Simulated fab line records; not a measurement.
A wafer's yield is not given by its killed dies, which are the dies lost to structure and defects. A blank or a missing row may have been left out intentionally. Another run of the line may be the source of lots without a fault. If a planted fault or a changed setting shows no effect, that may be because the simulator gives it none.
Which of the tools did it? || flow gf180mcu || Sampling: 7 lots, 21 wafers, 2 of 602 route steps

## WHAT EACH GAUGE READ, for each wafer
GF_CONTACT_THK_MEAS_01.
{"lot": "L722", "measured": "day 15 06:37", "on": "filmMetro-04", "CONTACT_CVD_00_THK (nm)": "311 314 313"}
{"lot": "L724", "measured": "day 16 15:26", "on": "filmMetro-03", "CONTACT_CVD_00_THK (nm)": "310 308 312"}
{"lot": "L729", "measured": "day 18 05:18", "on": "filmMetro-02", "CONTACT_CVD_00_THK (nm)": "307 305 309"}
{"lot": "L730", "measured": "day 18 12:54", "on": "filmMetro-04", "CONTACT_CVD_00_THK (nm)": "305 305 309"}
{"lot": "L738", "measured": "day 21 12:07", "on": "filmMetro-03", "CONTACT_CVD_00_THK (nm)": "318 316 316"}
{"lot": "L740", "measured": "day 22 02:21", "on": "filmMetro-03", "CONTACT_CVD_00_THK (nm)": "316 312 313"}
{"lot": "L742", "measured": "day 22 18:57", "on": "filmMetro-04", "CONTACT_CVD_00_THK (nm)": "313 312 314"}

## EACH LOT AND THE TOOL THAT RAN IT (in order: tool; ch and the chambers of the sampled wafers; start)
{"lot": "L722", "GF_SAB_ETCH_11": "rieDiel-03 ch 0,2,3, day 15 05:41"}
{"lot": "L724", "GF_SAB_ETCH_11": "rieDiel-03 ch 0,1,3, day 16 14:29"}
{"lot": "L729", "GF_SAB_ETCH_11": "rieDiel-02 ch 0,3, day 18 04:21"}
{"lot": "L730", "GF_SAB_ETCH_11": "rieDiel-01 ch 0,1,3, day 18 11:51"}
{"lot": "L738", "GF_SAB_ETCH_11": "rieDiel-01 ch 0,1,3, day 21 11:11"}
{"lot": "L740", "GF_SAB_ETCH_11": "rieDiel-01 ch 1,2,3, day 22 01:23"}
{"lot": "L742", "GF_SAB_ETCH_11": "rieDiel-03 ch 1,3, day 22 17:59"}
- GF_SAB_ETCH_11: etches SiO2 in C4F8/O2/Ar, target depth 55 nm, time 8.5 s.

## THE ANSWER, worked out from the rows above alone
Rule: the lots themselves supply what counts as usual. Put in order of their means at a reading, lots are off if they are a third of the lots or fewer, leave a main group of 4 or more, and stand apart from it by a gap of 3 or more times the standard deviation of the main group's means; of several such gaps the widest counts. A main group is skipped when, at the precision printed for the reading in the tables above, its means are all equal. Also off: a lot with no number at a reading for which 4 or more lots have one. All remaining lots with rows at the step are treated as sound.
Nothing can be told from this: no lot is off at any reading shown.

## WHAT HAD BEEN PUT IN BY THE SIMULATOR
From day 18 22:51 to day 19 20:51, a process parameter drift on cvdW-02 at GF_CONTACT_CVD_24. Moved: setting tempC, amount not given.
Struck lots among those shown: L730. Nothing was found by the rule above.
